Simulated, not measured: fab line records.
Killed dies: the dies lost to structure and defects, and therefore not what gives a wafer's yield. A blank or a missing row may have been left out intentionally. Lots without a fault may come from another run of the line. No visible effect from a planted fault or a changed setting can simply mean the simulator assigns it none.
Which tool is to blame? :: flow gf180mcu :: 11 lots with 33 wafers sampled at 3 steps, on a route of 602 steps

WHAT EACH GAUGE READ, for each wafer
GF_TOP_METAL_CD_MEAS_14: target cd 440 nm.
lot: L241
measured: day 28 01:43
on: cd_sem-02
cd_nm (nm): 439.7 438.6 440.0

lot: L243
measured: day 28 17:47
on: cd_sem-01
cd_nm (nm): 439.1 437.2 438.1

lot: L245
measured: day 29 09:16
on: cd_sem-01
cd_nm (nm): 438.9 435.8 433.7

lot: L246
measured: day 29 20:16
on: cd_sem-02
cd_nm (nm): 441.0 441.6 442.5

lot: L247
measured: day 30 08:46
on: cd_sem-01
cd_nm (nm): 443.0 443.6 443.5

lot: L251
measured: day 31 12:05
on: cd_sem-02
cd_nm (nm): 439.1 435.9 437.5

lot: L255
measured: day 32 07:10
on: cd_sem-02
cd_nm (nm): 441.4 442.8 441.1

lot: L257
measured: day 32 18:32
on: cd_sem-02
cd_nm (nm): 443.8 445.4 445.0

lot: L259
measured: day 33 09:41
on: cd_sem-01
cd_nm (nm): 442.5 440.5 442.4

lot: L260
measured: day 33 13:19
on: cd_sem-01
cd_nm (nm): 440.9 443.4 442.6

lot: L263
measured: day 34 07:41
on: cd_sem-01
cd_nm (nm): 436.9 438.8 436.4

WHAT TOOL EACH LOT RAN ON (gives the tool, then ch and the chambers of the sampled wafers, and finally the start)
lot: L241
GF_M5_ETCH_09: rie_diel-03 ch 1,2,3, day 26 07:31
GF_M5_STRIP_11: plasma_asher-02 ch 0,1, day 26 07:43

lot: L243
GF_M5_ETCH_09: rie_diel-02 ch 2,3, day 26 22:38
GF_M5_STRIP_11: plasma_asher-04 ch 0,1, day 26 22:47

lot: L245
GF_M5_ETCH_09: rie_diel-03 ch 2,3, day 27 15:44
GF_M5_STRIP_11: plasma_asher-04 ch 0,1, day 27 15:53

lot: L246
GF_M5_ETCH_09: rie_diel-01 ch 1,2, day 28 03:14
GF_M5_STRIP_11: plasma_asher-03 ch 0,1, day 28 03:23

lot: L247
GF_M5_ETCH_09: rie_diel-03 ch 1,2,3, day 28 15:50
GF_M5_STRIP_11: plasma_asher-02 ch 0,1, day 28 16:02

lot: L251
GF_M5_ETCH_09: rie_diel-01 ch 1,2,3, day 29 20:41
GF_M5_STRIP_11: plasma_asher-02 ch 0,1, day 29 20:50

lot: L255
GF_M5_ETCH_09: rie_diel-01 ch 0,2,3, day 30 17:29
GF_M5_STRIP_11: plasma_asher-04 ch 0,1, day 30 17:38

lot: L257
GF_M5_ETCH_09: rie_diel-03 ch 0,3, day 31 05:41
GF_M5_STRIP_11: plasma_asher-02 ch 0,1, day 31 05:52

lot: L259
GF_M5_ETCH_09: rie_diel-02 ch 0,3, day 31 22:08
GF_M5_STRIP_11: plasma_asher-04 ch 0,1, day 31 22:19

lot: L260
GF_M5_ETCH_09: rie_diel-03 ch 1,2,3, day 32 01:11
GF_M5_STRIP_11: plasma_asher-03 ch 0,1, day 32 01:23

lot: L263
GF_M5_ETCH_09: rie_diel-02 ch 0,1, day 32 22:08
GF_M5_STRIP_11: plasma_asher-02 ch 0,1, day 32 22:17
- GF_M5_ETCH_09: etches Si3N4 in CF4/O2, target depth 52 nm, time 11.6 s.
- GF_M5_STRIP_11: strips in O2/N2.

THE ANSWER, worked out from the rows above alone
Rule: the usual values come from the lots themselves. The widest of any qualifying gaps counts: lots, ordered by their means at a reading, are off when they make up no more than a third of the lots, leave a main group of 4 or more, and stand apart from it by 3 or more times the standard deviation of that group's means. Not used: any main group whose means are identical at the precision the tables above print for the reading. Also off: a lot with no number at a reading for which 4 or more lots have one. The other lots that the step has rows for count as sound.
Across all readings shown, no lot is off: no conclusion can be drawn from this.

WHAT THE SIMULATOR HAD PUT IN
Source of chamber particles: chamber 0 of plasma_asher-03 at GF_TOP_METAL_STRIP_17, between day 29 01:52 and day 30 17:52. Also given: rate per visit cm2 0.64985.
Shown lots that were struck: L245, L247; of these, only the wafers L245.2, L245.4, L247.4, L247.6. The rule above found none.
